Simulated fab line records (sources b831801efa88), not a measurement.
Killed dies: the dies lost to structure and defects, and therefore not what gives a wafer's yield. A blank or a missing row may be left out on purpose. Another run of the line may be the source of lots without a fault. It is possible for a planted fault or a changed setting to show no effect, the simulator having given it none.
fab line records	flow sky130
record: lots: 6	wafers: 18	last_day: 50
route steps=708 shown CONTACT@417 PAD_OPEN@708
lots with no fault: from the same line, run without faults
start_h: hours from the record's first day to the start of the lot's first wafer shown	wait_h: hours elapsed since this lot's preceding step	" the same as in the row above	L1.1+2: a single row standing in for several wafers	- value missing, or start not given	* or withheld: withheld	< > ~ a bound
route shown NAME@n: names a module that has steps shown in the file, with the first one's number in the route	usual: mean and standard deviation over wafers with no fault	same: alike in all rows	chamber/n: place in a boat	sites: the reading at each site	_std_site: their standard deviation	_edge_site: the outer-site mean with the inner-site mean subtracted	radius_mm: for every site, how far away it sits from the centre of the wafer	mask NAME#n: copy n	behind: the most recent tool/chamber to have shaped the wafer	hold: the reason the lot was held/the length of the hold in hours/how it ended	device: whichever transistor did not switch (one of n, p or np)	end of line: the same wafers' tests at the end of the route	for a step that has no rows: nothing shown but its recipe	killed: dies lost to structure and defects at the first sort, not the wafer's yield	map: shows each die of a wafer: x if killed, . if not, _ if none is there
set.NAME: the setting the step ran with; set.NAME@STEP: the setting that earlier step ran with	model.NAME: the simulator's own value behind a step, which no gauge read
lots at some steps of the route; a table a step, a row a wafer
services: when a tool's chamber went out of use (start_h, in hours from the record's first day, below 0 if earlier), for how many hours, and the reason
== steps ==
step: SKY_CONTACT_EXPOSE_11
recipe: mask_id: CTM1	na: 0.8	source_shape: annular	sigma_inner: 0.55	sigma_outer: 0.85	target_cd_nm: 170	dose_mj: 38
step: SKY_CONTACT_PEB_12
recipe: peb_temp_c: withheld	peb_time_s: withheld	resist: KrF-thick
step: SKY_CONTACT_DEVELOP_13
recipe: develop_time_s: 60	resist: KrF-thick	dev_temp_c: 21
step: SKY_CONTACT_CD_MEAS_14
recipe: target_cd_nm: 170
usual: cd_nm: 170.3/1.5
lot.wafer	tool	chamber	start_h	wait_h	cd_nm
L477.2	cd_sem-01	-	743.08	-	169.4
L477.4	"	-	"	"	168.8
L477.6	"	-	"	"	169.8
L479.2	cd_sem-02	-	757.37	-	169.9
L479.3	"	-	"	"	171.3
L479.5	"	-	"	"	170.6
L482.2	cd_sem-01	-	778.32	-	169.2
L482.3	"	-	"	"	168.2
L482.6	"	-	"	"	169.9
L484.1	cd_sem-02	-	791.25	-	170.4
L484.3	"	-	"	"	172.1
L484.5	"	-	"	"	173.2
L492.3	cd_sem-01	-	851.28	-	171.4
L492.5	"	-	"	"	170.6
L492.6	"	-	"	"	169.9
L499.1	cd_sem-02	-	898.90	-	170.1
L499.4	"	-	"	"	170.4
L499.6	"	-	"	"	170.7
step: SKY_CONTACT_OVL_MEAS_15
usual: CONTACT_OVL: 0/5.4
lot.wafer	tool	chamber	start_h	wait_h	CONTACT_OVL[nm]
L477.2	overlay-01	-	743.19	0.1	-3
L477.4	"	-	"	"	-6
L477.6	"	-	"	"	-12
L479.2	overlay-01	-	757.48	0.1	0
L479.3	"	-	"	"	-5
L479.5	"	-	"	"	-4
L482.2	overlay-02	-	778.43	0.1	1
L482.3	"	-	"	"	1
L482.6	"	-	"	"	1
L484.1	overlay-02	-	791.37	0.1	2
L484.3	"	-	"	"	-1
L484.5	"	-	"	"	4
L492.3	overlay-02	-	851.38	0.1	-15
L492.5	"	-	"	"	-11
L492.6	"	-	"	"	-4
L499.1	overlay-01	-	899.02	0.1	10
L499.4	"	-	"	"	0
L499.6	"	-	"	"	4
step: SKY_CONTACT_ETCH_16
recipe: chemistry: N2/H2	target: BARC	ion_energy_ev: 200	source_w: 500	bias_w: 100	pressure_mtorr: 30	n2_flow_sccm: 100	h2_flow_sccm: 200	stop_on: SiO2	time_s: 45.9	target_depth_a: 600
usual: drypump_motor_current_A: 5.8/0.47	oes_product_au: 0.854/0.0049	throttle_valve_pct: 13.225/0.0096
lot.wafer	tool	chamber	start_h	wait_h	drypump_motor_current_A	oes_product_au	rf_hours_counter_h	throttle_valve_pct
L477.2	rie_diel-01	3	743.22	0.0	6.4	0.857	31	13.227
L477.4	"	2	"	"	5.2	0.848	10	13.240
L477.6	"	2	"	"	5.2	0.852	-	13.215
L479.2	rie_diel-02	0	757.51	0.0	6.2	0.862	6	13.228
L479.3	"	1	"	"	5.4	0.843	22	13.203
L479.5	"	3	"	"	5.2	0.850	-	13.228
L482.2	rie_diel-03	1	778.46	0.0	5.2	0.856	9	13.228
L482.3	"	3	"	"	5.4	0.851	19	13.221
L482.6	"	0	"	"	6.0	0.861	-	13.239
L484.1	rie_diel-01	1	791.41	0.0	6.5	0.846	11	13.224
L484.3	"	3	"	"	6.4	0.856	32	13.228
L484.5	"	0	"	"	5.8	0.844	-	13.226
L492.3	rie_diel-03	3	851.40	0.0	5.4	0.849	21	13.218
L492.5	"	3	"	"	5.4	0.854	-	13.219
L492.6	"	0	"	"	6.0	0.854	-	13.223
L499.1	rie_diel-02	0	899.06	0.0	6.2	0.845	11	13.244
L499.4	"	2	"	"	6.1	0.858	23	13.228
L499.6	"	3	"	"	5.2	0.853	-	13.233
step: SKY_CONTACT_ETCH_17
recipe: target: SiO2	chemistry: C4F8/O2/Ar	stop_on: Si3N4	mask_material: KrF-thick	source_w: 1500	bias_w: 1200	pressure_mtorr: 40	c4f8_flow_sccm: withheld	O2_flow_sccm: 6	Ar_flow_sccm: 300	time_s: withheld	target_depth_a: 3400
usual: oes_product_au: 0.892/0.0046
lot.wafer	tool	chamber	start_h	wait_h	oes_product_au
L477.2	rie_diel-01	3	743.26	0.0	0.893
L477.4	"	2	"	"	0.887
L477.6	"	2	"	"	0.893
L479.2	rie_diel-02	0	757.55	0.0	0.889
L479.3	"	1	"	"	0.889
L479.5	"	3	"	"	0.888
L482.2	rie_diel-03	1	778.50	0.0	0.888
L482.3	"	3	"	"	0.892
L482.6	"	0	"	"	0.889
L484.1	rie_diel-01	1	791.45	0.0	0.893
L484.3	"	3	"	"	0.897
L484.5	"	0	"	"	0.888
L492.3	rie_diel-03	3	851.44	0.0	0.896
L492.5	"	3	"	"	0.889
L492.6	"	0	"	"	0.896
L499.1	rie_diel-02	0	899.10	0.0	0.894
L499.4	"	2	"	"	0.886
L499.6	"	3	"	"	0.899
step: SKY_CONTACT_ETCH_18
recipe: target: Si3N4	chemistry: CHF3/O2	stop_on: TiN	source_w: 600	bias_w: 200	pressure_mtorr: 40	chf3_flow_sccm: 50	O2_flow_sccm: 5	time_s: 39	target_depth_a: 750
usual: drypump_motor_current_A: 5.8/0.46	oes_product_au: 0.852/0.0084	throttle_valve_pct: 8.793/0.0099
lot.wafer	tool	chamber	start_h	wait_h	drypump_motor_current_A	oes_product_au	rf_hours_counter_h	throttle_valve_pct
L477.2	rie_diel-01	3	-	-	6.3	0.840	31	8.771
L477.4	"	2	"	"	5.2	0.847	10	8.806
L477.6	"	2	"	"	5.2	0.847	-	8.795
L479.2	rie_diel-02	0	-	-	6.2	0.844	6	8.795
L479.3	"	1	"	"	5.4	0.846	22	8.798
L479.5	"	3	"	"	5.2	0.856	-	8.781
L482.2	rie_diel-03	1	-	-	5.2	0.843	9	8.801
L482.3	"	3	"	"	5.4	0.845	19	8.785
L482.6	"	0	"	"	6.0	0.849	-	8.810
L484.1	rie_diel-01	1	-	-	6.4	0.858	12	8.781
L484.3	"	3	"	"	6.3	0.858	32	8.805
L484.5	"	0	"	"	5.7	0.870	-	8.798
L492.3	rie_diel-03	3	-	-	5.4	0.842	21	8.776
L492.5	"	3	"	"	5.4	0.862	-	8.805
L492.6	"	0	"	"	6.0	0.845	-	8.800
L499.1	rie_diel-02	0	-	-	6.2	0.836	11	8.793
L499.4	"	2	"	"	6.1	0.846	23	8.779
L499.6	"	3	"	"	5.2	0.855	-	8.799
step: SKY_CONTACT_STRIP_19
recipe: chemistry: O2/N2	power_w: 1400	pressure_mtorr: 1500	platen_temp_c: withheld	o2_flow_sccm: 3000	n2_flow_sccm: 300	overash_fraction: 0.5
usual: drypump_motor_current_A: 5.9/0.38	oes_product_au: 0.382/0.0053	strip_time_to_endpoint_s: 3.64/0.035
same: overash_fraction: 0.5
lot.wafer	tool	chamber	start_h	wait_h	drypump_motor_current_A	oes_product_au	rf_hours_counter_h	strip_time_to_endpoint_s
L477.2	plasma_asher-04	0	743.35	-	6.0	0.369	84	3.61
L477.4	"	0	"	"	6.0	0.385	-	3.68
L477.6	"	1	"	"	5.3	0.388	-	3.68
L479.2	plasma_asher-04	0	757.64	-	6.0	0.383	86	3.59
L479.3	"	0	"	"	6.0	0.379	-	3.60
L479.5	"	1	"	"	5.3	0.373	-	3.63
L482.2	plasma_asher-01	0	778.59	-	6.2	0.382	3	3.61
L482.3	"	1	"	"	6.7	0.372	-	3.60
L482.6	"	0	"	"	6.2	0.372	-	3.57
L484.1	plasma_asher-04	1	791.54	-	5.3	0.369	89	3.66
L484.3	"	1	"	"	5.3	0.381	-	3.68
L484.5	"	1	"	"	5.3	0.386	-	3.68
L492.3	plasma_asher-01	0	851.57	-	6.1	0.384	-	3.62
L492.5	"	0	"	"	6.1	0.382	-	3.61
L492.6	"	1	"	"	6.7	0.379	-	3.57
L499.1	plasma_asher-02	0	899.19	-	5.8	0.386	45	3.60
L499.4	"	0	"	"	5.8	0.387	-	3.65
L499.6	"	1	"	"	6.1	0.381	-	3.61
step: SKY_CONTACT_STRIP_20
recipe: chemistry: post_etch_residue_remover	time_s: 1200	temp_c: 72.5
step: SKY_CONTACT_CLEAN_21
recipe: chemistry: IPA	time_s: 180	temp_c: 25
step: SKY_CONTACT_CLEAN_22
recipe: chemistry: O3/DIW	dry: n2_spin
step: SKY_CONTACT_SPUTTER_23
recipe: material: TiN	target_thk_nm: 20	chamber_pressure_pa: 5	power_w: 4000	time_s: 80
usual: throttle_valve_pct: 30.0/0.98
lot.wafer	tool	chamber	start_h	wait_h	throttle_valve_pct	model.TiN_of_CONTACT_SPUTTER_23.thk_nm
L477.2	pvd_sputter-02	-	743.94	0.0	29.1	20.09
L477.4	"	-	"	"	29.9	19.82
L477.6	"	-	"	"	29.9	19.74
L479.2	pvd_sputter-01	-	758.23	0.0	29.8	20
L479.3	"	-	"	"	28.6	20.56
L479.5	"	-	"	"	28.7	20.5
L482.2	pvd_sputter-02	-	779.22	0.0	29.6	22.42
L482.3	"	-	"	"	29.9	19.45
L482.6	"	-	"	"	29.3	19.69
L484.1	pvd_sputter-02	-	792.13	0.0	28.8	22.13
L484.3	"	-	"	"	29.1	19.92
L484.5	"	-	"	"	28.8	19.63
L492.3	pvd_sputter-02	-	852.14	0.0	29.1	19.81
L492.5	"	-	"	"	29.9	19.52
L492.6	"	-	"	"	29.1	19.48
L499.1	pvd_sputter-02	-	899.80	0.0	29.0	20.22
L499.4	"	-	"	"	29.6	20.14
L499.6	"	-	"	"	28.9	19.72
step: SKY_CONTACT_CVD_24
recipe: material: W	target_thk_nm: 340	time_s: 102.12	temp_c: 400	pressure_torr: 40
usual: chamber_pressure_Torr: 39.99/0.085	heater_power_w: 903/71	susceptor_temp_C: 400.00/0.2
lot.wafer	tool	chamber	start_h	wait_h	chamber_pressure_Torr	heater_power_w	susceptor_temp_C
L477.2	cvd_w-01	1	744.00	0.0	40.08	803	399.84
L477.4	"	0	"	"	39.85	865	399.96
L477.6	"	0	"	"	39.89	886	400.17
L479.2	cvd_w-01	0	758.29	0.0	39.91	871	400.00
L479.3	"	0	"	"	40.03	888	399.76
L479.5	"	1	"	"	40.05	816	399.92
L482.2	cvd_w-02	0	779.28	0.0	39.99	1029	400.11
L482.3	"	0	"	"	39.94	1002	400.11
L482.6	"	0	"	"	39.90	1012	400.22
L484.1	cvd_w-01	0	792.19	0.0	39.87	871	400.04
L484.3	"	0	"	"	39.94	885	399.93
L484.5	"	0	"	"	39.97	879	400.10
L492.3	cvd_w-01	1	852.24	0.1	39.85	818	400.47
L492.5	"	1	"	"	39.87	816	400.37
L492.6	"	0	"	"	39.98	871	400.04
L499.1	cvd_w-01	1	899.86	0.0	39.82	841	400.32
L499.4	"	1	"	"	39.98	823	399.79
L499.6	"	1	"	"	40.09	821	399.76
step: SKY_PAD_OPEN_PROBE_99
usual: killed_at_M0_to_M3: 43/6.8	killed_at_M4_up: 3.2/1.7	killed_at_contacts: 24/5.7	killed_at_front_end: 16/4.3	killed_at_other: 0.3/0.56	killed_dies: 86/9.5	killed_open: 47/6.9	killed_short: 39/5.8
same: gross_dies: 492	killed_at_back_side: 0
lot.wafer	tool	chamber	start_h	wait_h	killed_at_M0_to_M3	killed_at_M4_up	killed_at_contacts	killed_at_front_end	killed_at_other	killed_dies	killed_open	killed_short
L477.2	prober-02	-	1078.46	0.1	48	4	29	14	0	95	48	47
L477.4	prober-02	-	1078.56	0.2	54	4	29	19	0	106	57	48
L477.6	prober-02	-	1078.66	0.2	52	5	27	19	0	103	66	37
L479.2	prober-02	-	1090.22	0.1	41	2	29	16	0	88	43	45
L479.3	prober-02	-	1090.27	0.2	36	2	24	21	0	83	47	36
L479.5	prober-02	-	1090.37	0.2	46	1	23	18	0	88	51	37
L499.1	prober-01	-	1194.86	0.1	35	2	20	26	0	83	43	38
L499.4	prober-01	-	1195.01	0.2	41	2	20	14	3	80	42	36
L499.6	prober-01	-	1195.11	0.2	46	3	17	15	1	82	41	40
killed by level:class
L477.2 CONTACT:geometric_particle:open=12 VIA1:geometric_particle:open=11 METAL1:geometric_particle:short=9 LI_CONTACT:geometric_particle:open=7 VIA3:geometric_particle:open=7 FIELD_ISO:geometric_particle:short=6 VIA2:geometric_particle:open=5 LOCAL_INTERCONNECT:geometric_particle:short=5
L477.4 CONTACT:geometric_particle:open=12 VIA1:geometric_particle:open=10 VIA2:geometric_particle:open=8 METAL2:geometric_particle:short=7 VIA3:geometric_particle:short=7 POLY_GATE:geometric_particle:short=6 METAL1:geometric_particle:short=6 VIA3:geometric_particle:open=6
L477.6 VIA1:geometric_particle:open=17 VIA3:geometric_particle:open=11 LI_CONTACT:geometric_particle:open=9 POLY_GATE:geometric_particle:open=8 CONTACT:geometric_particle:open=8 VIA2:geometric_particle:open=6 METAL4:geometric_particle:short=5 METAL2:geometric_particle:short=5
L479.2 CONTACT:geometric_particle:open=14 VIA2:geometric_particle:open=9 LI_CONTACT:geometric_particle:open=6 VIA1:geometric_particle:short=6 POLY_GATE:geometric_particle:short=5 VIA1:geometric_particle:open=5 METAL3:geometric_particle:short=5 FIELD_ISO:geometric_particle:open=4
L479.3 VIA1:geometric_particle:open=9 VIA2:geometric_particle:short=8 LI_CONTACT:geometric_particle:open=7 FIELD_ISO:geometric_particle:open=6 CONTACT:geometric_particle:open=6 VIA3:geometric_particle:open=6 CONTACT:geometric_particle:short=5 FIELD_ISO:geometric_particle:short=4
L479.5 VIA1:geometric_particle:open=13 LI_CONTACT:geometric_particle:open=9 CONTACT:geometric_particle:open=9 FIELD_ISO:geometric_particle:short=8 VIA2:geometric_particle:open=6 VIA2:geometric_particle:short=6 VIA3:geometric_particle:open=5 FIELD_ISO:geometric_particle:open=4
L499.1 FIELD_ISO:geometric_particle:open=12 VIA1:geometric_particle:open=11 LI_CONTACT:geometric_particle:open=8 FIELD_ISO:geometric_particle:short=6 LOCAL_INTERCONNECT:geometric_particle:short=6 METAL1:geometric_particle:short=6 VIA3:geometric_particle:open=5 CONTACT:geometric_particle:short=4
L499.4 CONTACT:geometric_particle:open=9 VIA3:geometric_particle:open=7 VIA1:geometric_particle:open=7 METAL2:geometric_particle:short=7 LI_CONTACT:geometric_particle:open=5 LOCAL_INTERCONNECT:geometric_particle:short=5 VIA1:geometric_particle:short=5 METAL1:geometric_particle:short=4
L499.6 VIA1:geometric_particle:open=11 VIA2:geometric_particle:open=9 CONTACT:geometric_particle:open=8 FIELD_ISO:geometric_particle:short=7 VIA3:geometric_particle:open=7 METAL1:geometric_particle:short=6 CONTACT:geometric_particle:short=6 POLY_GATE:geometric_particle:short=4
== services ==
tool	chamber	start_h	hours	kind
rie_diel-02	-	731.35	2.8	pm
plasma_asher-01	-	733.75	9.0	pm
plasma_asher-01	0	733.75	9.0	vent_cycle
plasma_asher-01	1	733.75	9.0	vent_cycle
plasma_asher-01	-	742.75	2.8	pm
cvd_w-02	0	745.17	13.4	repair
rie_diel-01	0	745.42	-	clean
rie_diel-01	0	745.42	14.9	scheduled_down
rie_diel-01	0	745.42	14.9	vent_cycle
rie_diel-03	2	746.47	7.1	repair
rie_diel-03	-	757.53	4.3	pm
pvd_sputter-02	-	763.99	2.8	repair
rie_diel-03	2	778.82	1.6	repair
rie_diel-01	2	791.27	10.2	repair
rie_diel-03	-	798.36	14.6	pm
plasma_asher-02	-	813.28	2.8	pm
rie_diel-01	3	816.48	-	clean
rie_diel-01	3	816.48	19.5	scheduled_down
rie_diel-01	3	816.48	19.5	vent_cycle
plasma_asher-01	-	827.90	4.4	repair
rie_diel-02	3	842.10	3.3	repair
plasma_asher-02	-	877.02	4.0	repair
pvd_sputter-01	-	878.05	16.1	repair
rie_diel-01	-	888.90	1.0	repair
== key ==
first_sign none at tools or gauges
model_effect: step: SKY_CONTACT_SPUTTER_23	value: TiN_of_CONTACT_SPUTTER_23.thk_nm	without: 19.73	struck: 22.27
met_at SKY_CONTACT_SPUTTER_23
struck_wafers L482.2,L484.1
tester_left_out L482,L484
onset_between 743.94 779.22
fault: kind: process_parameter_drift	tool: pvd_sputter-02	chamber: -	onset_h: 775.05	steps: SKY_CONTACT_SPUTTER_23	channel: time_s	offset: *	shape: step	end_h: 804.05	scope: struck_wafers_only	acts_in: *	stated: *
tester_left_out: of these lots the tester's yield and bins aren't shown, on N5 and GAA mostly nor the transistor test; their killed dies are dies lost to structure and defects alone, not to doping, threshold or leakage, so they don't give the yield
